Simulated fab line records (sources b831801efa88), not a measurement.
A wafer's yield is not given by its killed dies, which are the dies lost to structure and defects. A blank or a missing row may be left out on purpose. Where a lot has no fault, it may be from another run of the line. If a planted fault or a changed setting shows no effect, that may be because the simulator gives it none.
fab line records	flow gf180mcu
record lots=12	wafers=35	last_day=34
route steps=602 shown V1@358 V2@384
lots with no fault: from the same line, run without faults
start_h: start of the lot's first displayed wafer, in hours after the record's first day	wait_h: hours from the lot's prior step to this one	" unchanged from the row above	L1.1+2: a row that stands for several wafers	- no value present, or no start provided	* or withheld: withheld	< > ~ a bound
route shown NAME@n: a module of which the file shows steps, and the number in the route of the first	usual: mean and standard deviation over wafers with no fault	same: alike in all rows	chamber/n: place in a boat	sites: the reading at each site	_std_site: the values' standard deviation	_edge_site: inner sites' mean taken away from outer sites' mean	radius_mm: how far each site lies from the wafer's centre	mask NAME#n: copy n	behind: the most recent tool/chamber to have shaped the wafer	hold: why the lot was held/for how many hours/how that ended	device: which transistor (n, p or np) failed to switch	end of line: the tests these same wafers got at the end of their route	for a step that has no rows: nothing shown but its recipe	killed: count of dies lost to structure and defects at first sort (not the wafer's yield)	map: dies across one wafer; x = killed, . = not, _ = none there
set.NAME: the setting that was run; set.NAME@STEP: the one run at that earlier step	model.NAME: the simulator's own value behind a step, which no gauge read
one table for each step of the route and one row for each wafer, over a sample of lots
services: from which hour (start_h, from the record's first day; less than 0 if before it) a tool's chamber was out of use, for how many hours, and why
## steps
# step GF_V1_CVD_23
# recipe material=W	target_thk_nm=350	time_s=105.05	temp_c=400	pressure_torr=40
# usual chamber_pressure_Torr=39.99/0.083	heater_power_w=912/34
lot.wafer	tool	chamber	start_h	wait_h	chamber_pressure_Torr	heater_power_w
L295.3	cvd_w-02	1	420.62	0.1	40.00	944
L295.5	"	1	"	"	39.95	936
L295.6	"	0	"	"	40.02	920
L297.1	cvd_w-02	0	430.58	0.0	39.86	895
L297.3	"	0	"	"	39.86	889
L297.4	"	1	"	"	40.05	938
L296.1	cvd_w-02	1	437.68	0.0	39.94	902
L296.2	"	0	"	"	40.12	927
L296.5	"	0	"	"	39.98	907
L298.3	cvd_w-01	0	441.35	0.1	40.17	930
L298.4	"	1	"	"	40.10	858
L298.5	"	1	"	"	40.12	863
L307.1	cvd_w-01	1	526.56	0.0	40.04	889
L307.4	"	1	"	"	40.07	841
L309.2	cvd_w-01	0	541.61	0.0	40.07	942
L309.4	"	0	"	"	39.98	943
L309.5	"	1	"	"	39.93	873
L310.1	cvd_w-02	1	551.61	0.0	40.02	915
L310.2	"	0	"	"	40.08	882
L310.5	"	0	"	"	39.87	907
L313.3	cvd_w-01	0	571.68	0.1	40.09	969
L313.4	"	1	"	"	39.95	860
L313.5	"	1	"	"	40.02	883
L314.3	cvd_w-01	1	586.41	0.1	39.90	852
L314.5	"	1	"	"	39.94	891
L314.6	"	0	"	"	39.86	973
L315.1	cvd_w-01	1	593.33	0.0	40.02	884
L315.3	"	1	"	"	40.06	890
L315.5	"	1	"	"	40.02	843
L316.2	cvd_w-01	1	601.10	0.1	40.06	854
L316.3	"	1	"	"	39.93	870
L316.6	"	1	"	"	40.03	867
L317.3	cvd_w-01	0	605.15	0.1	40.04	964
L317.4	"	1	"	"	39.98	852
L317.6	"	0	"	"	39.87	981
# step GF_V1_THK_MEAS_25
# recipe thk_meas_gauge=xrf	reads=W_of_V1_CVD_23
# usual V1_W_THK=350/7.8
lot.wafer	tool	chamber	start_h	wait_h	V1_W_THK[nm]
L295.3	film_metro-01	-	420.84	0.1	353
L295.5	"	-	"	"	356
L295.6	"	-	"	"	363
L297.1	film_metro-03	-	430.82	0.1	351
L297.3	"	-	"	"	349
L297.4	"	-	"	"	343
L296.1	film_metro-04	-	437.92	0.1	340
L296.2	"	-	"	"	352
L296.5	"	-	"	"	349
L298.3	film_metro-04	-	441.56	0.1	349
L298.4	"	-	"	"	348
L298.5	"	-	"	"	346
L307.1	film_metro-04	-	526.80	0.1	357
L307.4	"	-	"	"	351
L309.2	film_metro-03	-	541.85	0.1	339
L309.4	"	-	"	"	341
L309.5	"	-	"	"	345
L310.1	film_metro-04	-	551.84	0.1	345
L310.2	"	-	"	"	356
L310.5	"	-	"	"	354
L313.3	film_metro-03	-	571.89	0.1	339
L313.4	"	-	"	"	340
L313.5	"	-	"	"	337
L314.3	film_metro-03	-	586.62	0.1	337
L314.5	"	-	"	"	342
L314.6	"	-	"	"	337
L315.1	film_metro-03	-	593.68	0.1	340
L315.3	"	-	"	"	345
L315.5	"	-	"	"	342
L316.2	film_metro-01	-	601.42	0.1	359
L316.3	"	-	"	"	354
L316.6	"	-	"	"	355
L317.3	film_metro-03	-	605.36	0.1	337
L317.4	"	-	"	"	344
L317.6	"	-	"	"	341
# step GF_V2_CVD_02
# recipe material=SiO2	target_thk_nm=850	precursor=TEOS	temp_c=400	time_s=94.851	rf_w=600
# usual heater_power_w=662/100
lot.wafer	tool	chamber	start_h	wait_h	heater_power_w
L295.3	pecvd-02	0	446.60	0.0	491
L295.5	"	0	"	"	530
L295.6	"	2	"	"	775
L297.1	pecvd-02	0	456.92	0.1	463
L297.3	"	2	"	"	753
L297.4	"	0	"	"	515
L296.1	pecvd-02	0	463.79	0.1	487
L296.2	"	1	"	"	707
L296.5	"	2	"	"	752
L298.3	pecvd-02	0	466.45	0.1	539
L298.4	"	2	"	"	660
L298.5	"	2	"	"	716
L307.1	pecvd-01	1	550.65	0.1	673
L307.4	"	0	"	"	758
L309.2	pecvd-03	0	565.76	0.0	509
L309.4	"	0	"	"	539
L309.5	"	1	"	"	683
L310.1	pecvd-02	2	575.19	0.1	696
L310.2	"	0	"	"	566
L310.5	"	1	"	"	711
L313.3	pecvd-02	2	595.63	0.1	656
L313.4	"	1	"	"	580
L313.5	"	1	"	"	628
L314.3	pecvd-02	0	608.61	0.0	549
L314.5	"	2	"	"	817
L314.6	"	1	"	"	624
L315.1	pecvd-03	1	616.09	0.1	601
L315.3	"	0	"	"	478
L315.5	"	0	"	"	512
L316.2	pecvd-02	2	624.79	0.0	660
L316.3	"	0	"	"	469
L316.6	"	1	"	"	668
L317.3	pecvd-03	0	627.49	0.0	491
L317.4	"	1	"	"	664
L317.6	"	2	"	"	741
# step GF_V2_THK_MEAS_03
# recipe reads=SiO2_of_V2_CVD_02
# usual V2_CVD_02_THK=852/11
lot.wafer	tool	chamber	start_h	wait_h	V2_CVD_02_THK[nm]
L295.3	film_metro-01	-	446.69	0.1	841
L295.5	"	-	"	"	849
L295.6	"	-	"	"	857
L297.1	film_metro-03	-	456.98	0.0	838
L297.3	"	-	"	"	852
L297.4	"	-	"	"	851
L296.1	film_metro-03	-	463.86	0.0	830
L296.2	"	-	"	"	832
L296.5	"	-	"	"	851
L298.3	film_metro-03	-	466.54	0.1	859
L298.4	"	-	"	"	855
L298.5	"	-	"	"	860
L307.1	film_metro-01	-	550.72	0.0	827
L307.4	"	-	"	"	1205
L309.2	film_metro-03	-	565.84	0.0	856
L309.4	"	-	"	"	876
L309.5	"	-	"	"	871
L310.1	film_metro-03	-	575.26	0.0	841
L310.2	"	-	"	"	843
L310.5	"	-	"	"	849
L313.3	film_metro-02	-	595.72	0.1	857
L313.4	"	-	"	"	839
L313.5	"	-	"	"	840
L314.3	film_metro-03	-	608.70	0.1	833
L314.5	"	-	"	"	860
L314.6	"	-	"	"	847
L315.1	film_metro-02	-	616.16	0.0	852
L315.3	"	-	"	"	852
L315.5	"	-	"	"	868
L316.2	film_metro-03	-	624.87	0.0	841
L316.3	"	-	"	"	837
L316.6	"	-	"	"	854
L317.3	film_metro-02	-	627.58	0.1	860
L317.4	"	-	"	"	880
L317.6	"	-	"	"	877
# step GF_V2_CMP_04
# recipe material=SiO2	down_force_psi=4	platen_rpm=60	pad_velocity_m_s=0.94248
# usual motor_current_A=11.9/1.1	slurry_flow_ml_min=150.0/0.51	time_to_endpoint_s=78/5.1
lot.wafer	tool	chamber	start_h	wait_h	motor_current_A	slurry_flow_ml_min	time_to_endpoint_s
L295.3	cmp-02	2	446.84	0.1	12.9	150.8	76
L295.5	"	0	"	"	11.9	150.6	77
L295.6	"	1	"	"	12.3	151.2	84
L297.3	cmp-02	0	457.09	0.1	11.4	149.5	77
L297.4	"	1	"	"	12.0	149.1	78
L297.1	"	2	"	"	13.0	150.6	75
L296.1	cmp-02	0	463.97	0.1	11.5	150.1	70
L296.2	"	2	"	"	12.3	149.6	72
L296.5	"	3	"	"	10.9	150.3	81
L298.4	cmp-01	1	466.58	0.0	10.1	149.6	85
L298.3	"	3	"	"	13.4	149.3	80
L298.5	"	2	"	"	12.6	150.1	76
L307.1	cmp-01	1	550.83	0.1	9.4	150.7	73
L307.4	"	2	"	"	12.6	150.3	201
L309.4	cmp-02	0	565.99	0.1	11.6	149.6	84
L309.2	"	1	"	"	11.8	150.3	81
L309.5	"	2	"	"	13.5	150.2	87
L310.2	cmp-01	3	575.40	0.1	13.5	149.1	76
L310.1	"	2	"	"	11.7	150.1	73
L310.5	"	0	"	"	12.9	150.9	77
L313.3	cmp-01	1	595.76	0.0	9.8	149.0	85
L313.4	"	3	"	"	13.4	150.0	73
L313.5	"	2	"	"	12.0	149.8	76
L314.3	cmp-02	3	608.79	0.1	11.0	149.9	72
L314.5	"	2	"	"	12.6	150.2	79
L314.6	"	3	"	"	10.9	150.0	75
L315.3	cmp-01	2	616.22	0.0	13.2	149.3	74
L315.1	"	3	"	"	14.1	150.0	79
L315.5	"	2	"	"	12.2	150.0	84
L316.2	cmp-02	3	624.97	0.1	11.8	150.1	74
L316.3	"	1	"	"	12.3	150.3	73
L316.6	"	2	"	"	13.4	150.6	80
L317.3	cmp-02	3	627.92	0.3	11.0	150.3	83
L317.4	"	2	"	"	12.6	150.2	88
L317.6	"	3	"	"	10.6	149.8	90
# step GF_V2_ETCH_17
# recipe chemistry=C4F8/O2/Ar	mask_material=KrF	target=SiO2	stop_on=TiN	source_w=1500	bias_w=1200	pressure_mtorr=40	c4f8_flow_sccm=withheld	O2_flow_sccm=6	Ar_flow_sccm=300	time_s=withheld	target_depth_a=6300
# usual oes_product_au=0.856/0.0045
lot.wafer	tool	chamber	start_h	wait_h	oes_product_au
L295.3	rie_diel-02	1	-	-	0.855
L295.5	"	3	"	"	0.857
L295.6	"	2	"	"	0.857
L297.1	rie_diel-02	3	-	-	0.864
L297.3	"	2	"	"	0.856
L297.4	"	2	"	"	0.859
L296.1	rie_diel-03	0	-	-	0.859
L296.2	"	2	"	"	0.851
L296.5	"	3	"	"	0.859
L298.3	rie_diel-01	3	-	-	0.864
L298.4	"	2	"	"	0.859
L298.5	"	3	"	"	0.852
L307.1	rie_diel-03	1	-	-	0.855
L307.4	"	0	"	"	0.858
L309.2	rie_diel-01	3	-	-	0.858
L309.4	"	3	"	"	0.856
L309.5	"	0	"	"	0.856
L310.1	rie_diel-02	0	-	-	0.858
L310.2	"	2	"	"	0.855
L310.5	"	3	"	"	0.850
L313.3	rie_diel-02	3	-	-	0.855
L313.4	"	2	"	"	0.854
L313.5	"	3	"	"	0.854
L314.3	rie_diel-01	3	-	-	0.858
L314.5	"	0	"	"	0.858
L314.6	"	1	"	"	0.846
L315.1	rie_diel-02	1	-	-	0.864
L315.3	"	0	"	"	0.852
L315.5	"	2	"	"	0.855
L316.2	rie_diel-03	2	-	-	0.850
L316.3	"	3	"	"	0.872
L316.6	"	1	"	"	0.853
L317.3	rie_diel-02	3	-	-	0.857
L317.4	"	2	"	"	0.849
L317.6	"	2	"	"	0.865
## services
tool	chamber	start_h	hours	kind
cmp-01	-	404.00	4.0	pm
cmp-02	-	416.48	6.3	pm
rie_diel-02	3	418.20	1.6	repair
cmp-01	-	438.59	3.9	repair
cmp-01	-	444.92	5.4	pm
rie_diel-02	3	446.73	6.9	repair
cvd_w-02	-	464.26	1.9	repair
pecvd-02	1	465.34	4.7	repair
rie_diel-02	0	470.74	15.1	repair
pecvd-02	-	532.20	0.6	repair
cvd_w-01	0	537.58	3.7	repair
cvd_w-02	-	546.66	0.7	repair
cmp-01	-	549.23	1.3	repair
cmp-02	-	568.47	5.7	repair
cmp-02	-	574.17	4.0	pm
pecvd-02	0	579.90	18.6	repair
cvd_w-01	0	589.82	13.9	repair
cmp-01	-	596.73	1.4	repair
cmp-02	-	601.28	6.5	pm
cmp-01	-	607.81	5.0	pm
cmp-02	-	617.27	0.8	repair
cvd_w-01	-	625.70	4.3	pm
cvd_w-02	1	631.99	10.1	repair
rie_diel-02	1	632.66	4.7	repair
## key
first_sign step=GF_V2_THK_MEAS_03	reading=V2_CVD_02_THK	direction=up	sigmas=31	usual=852	struck=1205
effect step=GF_V2_CMP_04	reading=time_to_endpoint_s	direction=up	sigmas=24	usual=*	struck=*
met_at GF_V2_CVD_02
struck_lots L307
struck_wafers L307.4
not_acting_at GF_V1_CVD_23,GF_V1_THK_MEAS_25,GF_V2_ETCH_17
fault kind=process_parameter_drift	tool=pecvd-01	chamber=-	onset_h=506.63	steps=GF_V2_CVD_02	channel=target_thk_nm	offset=345.75	shape=step	end_h=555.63	scope=struck_wafers_only	acts_in=these_recipes_only	stated=850
